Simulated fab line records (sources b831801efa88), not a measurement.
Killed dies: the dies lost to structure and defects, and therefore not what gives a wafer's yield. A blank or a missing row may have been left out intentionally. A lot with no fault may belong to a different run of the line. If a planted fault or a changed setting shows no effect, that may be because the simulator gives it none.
What tool caused it? + flow gf180mcu + 45 wafers from 15 lots sampled at 4 of the route's 602 steps

## WHAT THE GAUGES SHOWED, per wafer
GF_MVSD_TW_MEAS_11.
| lot  | measured     | on            | MVSD_TW        |
|------|--------------|---------------|----------------|
| L827 | day 4 17:49  | film-metro-01 | 1582 1587 1593 |
| L828 | day 4 23:35  | film-metro-01 | 1586 1588 1585 |
| L829 | day 5 06:45  | film-metro-01 | 1588 1584 1587 |
| L830 | day 5 10:36  | film-metro-01 | 1591 1595 1588 |
| L831 | day 5 16:11  | film-metro-01 | 1600 1602 1593 |
| L832 | day 5 20:10  | film-metro-04 | 1576 1578 1579 |
| L835 | day 6 13:50  | film-metro-04 | 1588 1584 1593 |
| L837 | day 7 02:56  | film-metro-04 | 1579 1579 1571 |
| L841 | day 8 00:08  | film-metro-01 | 1572 1582 1572 |
| L844 | day 8 18:05  | film-metro-04 | 1573 1570 1570 |
| L848 | day 9 17:49  | film-metro-01 | 1578 1579 1581 |
| L849 | day 10 03:22 | film-metro-01 | 1582 1592 1587 |

GF_VT_IMPLANT_OVL_MEAS_18.
| lot  | measured     | on         | VT_IMPLANT_01_OVL (nm) |
|------|--------------|------------|------------------------|
| L827 | day 6 13:03  | overlay-01 | 0.6 1.1 0.9            |
| L828 | day 6 20:07  | overlay-02 | 2.5 1.3 -0.5           |
| L829 | day 7 03:18  | overlay-01 | -0.1 -3.3 -2.0         |
| L830 | day 7 06:40  | overlay-02 | 0.8 0.3 0.6            |
| L831 | day 7 13:09  | overlay-01 | 2.2 1.6 2.9            |
| L832 | day 7 17:04  | overlay-01 | 0.0 -0.2 -0.1          |
| L835 | day 8 12:29  | overlay-02 | 0.1 1.0 0.8            |
| L837 | day 9 03:00  | overlay-02 | -1.7 -2.1 -1.8         |
| L841 | day 10 03:04 | overlay-01 | 1.7 0.8 1.4            |
| L844 | day 10 21:55 | overlay-02 | -0.7 -0.3 0.5          |
| L848 | day 12 00:07 | overlay-01 | 2.0 2.6 1.5            |
| L849 | day 12 11:00 | overlay-02 | -2.4 -1.6 -0.7         |

## WHAT TOOL EACH LOT RAN ON (gives the tool, then ch and the chambers of the sampled wafers, and finally the start)
| lot  | GF_STI_OXIDATION_21          | GF_LVPWELL_STRIP_10                 |
|------|------------------------------|-------------------------------------|
| L827 | furnace-01 ch 0, day 2 07:49 | plasma-asher-03 ch 0,1, day 4 03:58 |
| L828 | furnace-01 ch 0, day 2 13:01 | plasma-asher-03 ch 0,1, day 4 09:34 |
| L829 | furnace-02 ch 0, day 2 20:08 | plasma-asher-03 ch 0,1, day 4 16:49 |
| L830 | furnace-02 ch 0, day 2 23:31 | plasma-asher-02 ch 0,1, day 4 19:53 |
| L831 | furnace-02 ch 0, day 3 05:04 | plasma-asher-04 ch 0,1, day 5 01:22 |
| L832 | furnace-02 ch 0, day 3 09:16 | plasma-asher-04 ch 0,1, day 5 05:46 |
| L835 | furnace-02 ch 0, day 4 00:55 | plasma-asher-04 ch 0,1, day 5 23:02 |
| L837 | furnace-01 ch 0, day 4 11:14 | plasma-asher-03 ch 0, day 6 11:05   |
| L838 | furnace-01, day 4 16:21      | -                                   |
| L839 | furnace-01, day 4 20:50      | -                                   |
| L840 | furnace-02, day 5 03:01      | -                                   |
| L841 | furnace-02 ch 0, day 5 06:56 | plasma-asher-03 ch 0,1, day 7 09:01 |
| L844 | furnace-02 ch 0, day 5 22:25 | plasma-asher-02 ch 1, day 8 00:56   |
| L848 | furnace-01 ch 0, day 6 19:23 | plasma-asher-04 ch 0,1, day 8 23:50 |
| L849 | furnace-01 ch 0, day 7 03:26 | plasma-asher-02 ch 0,1, day 9 09:37 |
- GF_STI_OXIDATION_21: stabilise 600 s, purge 300 s, target thk 15 nm.
- GF_LVPWELL_STRIP_10: strips in O2/N2.

## WHAT THE TOOLS THEMSELVES READ (means of the sampled wafers that have a number; where no wafer has one, the mark that the record gives instead)
GF_STI_OXIDATION_21.
| lot  | tool       | ox-temp-c (C) | ox-temp-c-max | spike-tc-lower-C (C) |
|------|------------|---------------|---------------|----------------------|
| L827 | furnace-01 | 999.6         | 1004.7        | 1000.0               |
| L828 | furnace-01 | 1000.2        | 1005.3        | 998.8                |
| L829 | furnace-02 | 999.5         | 1004.8        | 1000.3               |
| L830 | furnace-02 | 1000.0        | 1005.8        | 999.3                |
| L831 | furnace-02 | 1000.3        | 1005.6        | 1000.3               |
| L832 | furnace-02 | 1000.5        | 1006.7        | 999.9                |
| L835 | furnace-02 | 1000.2        | 1005.3        | 1000.6               |
| L837 | furnace-01 | 999.7         | 1004.7        | 999.0                |
| L838 | furnace-01 | -             | -             | -                    |
| L839 | furnace-01 | -             | -             | -                    |
| L840 | furnace-02 | -             | -             | -                    |
| L841 | furnace-02 | 1000.3        | 1006.0        | 1000.6               |
| L844 | furnace-02 | 1000.2        | 1006.0        | 1000.5               |
| L848 | furnace-01 | 1000.0        | 1005.2        | 999.2                |
| L849 | furnace-01 | 1000.3        | 1005.7        | 1000.5               |

GF_LVPWELL_STRIP_10.
| lot  | tool            | drypump-motor-current-A (A) | heater-power-w (W) | oes-product-au (a.u.) | strip-time-to-endpoint-s (s) |
|------|-----------------|-----------------------------|--------------------|-----------------------|------------------------------|
| L827 | plasma-asher-03 | 5.1                         | 308                | 0.723                 | 37.05                        |
| L828 | plasma-asher-03 | 5.1                         | 306                | 0.722                 | 37.05                        |
| L829 | plasma-asher-03 | 5.0                         | 293                | 0.724                 | 37.08                        |
| L830 | plasma-asher-02 | 5.7                         | 321                | 0.720                 | 37.06                        |
| L831 | plasma-asher-04 | 6.0                         | 307                | 0.723                 | 36.93                        |
| L832 | plasma-asher-04 | 5.6                         | 336                | 0.726                 | 37.04                        |
| L835 | plasma-asher-04 | 5.6                         | 342                | 0.725                 | 36.96                        |
| L837 | plasma-asher-03 | 4.8                         | 283                | 0.724                 | 36.97                        |
| L841 | plasma-asher-03 | 5.1                         | 314                | 0.726                 | 36.94                        |
| L844 | plasma-asher-02 | 5.7                         | 321                | 0.719                 | 36.82                        |
| L848 | plasma-asher-04 | 6.0                         | 316                | 0.722                 | 37.12                        |
| L849 | plasma-asher-02 | 5.7                         | 311                | 0.725                 | 36.80                        |

## THE ANSWER, worked out from the rows above alone
Rule: usual is defined by the lots themselves. Put in order of their means at a reading, lots are off if they are a third of the lots or fewer, leave a main group of 4 or more, and stand apart from it by a gap of 3 or more times the standard deviation of the main group's means; of several such gaps the widest counts. If all means in a main group match to the digits the tables above print for the reading, that group is not used. Also off: a lot with no number at a reading for which 4 or more lots have one. Any other lot the step has rows for is counted as sound. Order of review: gauges by route order, followed by the tools' own readings, for which a lot's mean as printed above is used. The first step at which some lot is off is used, and at that step the reading that is off furthest; a lot without a number counts as furthest.
Off: L838, L839, L840 (GF_STI_OXIDATION_21, ox-temp-c). Without a number there: L838, L839, L840. The main group has a mean of 1000.1 C with a standard deviation of 0.3.
A tool fits if, at that step or a process step before it, it ran every lot that is off, and no sound lot after the first of them. No candidate that was tried fits.

## WHAT WAS PUT IN BY THE SIMULATOR
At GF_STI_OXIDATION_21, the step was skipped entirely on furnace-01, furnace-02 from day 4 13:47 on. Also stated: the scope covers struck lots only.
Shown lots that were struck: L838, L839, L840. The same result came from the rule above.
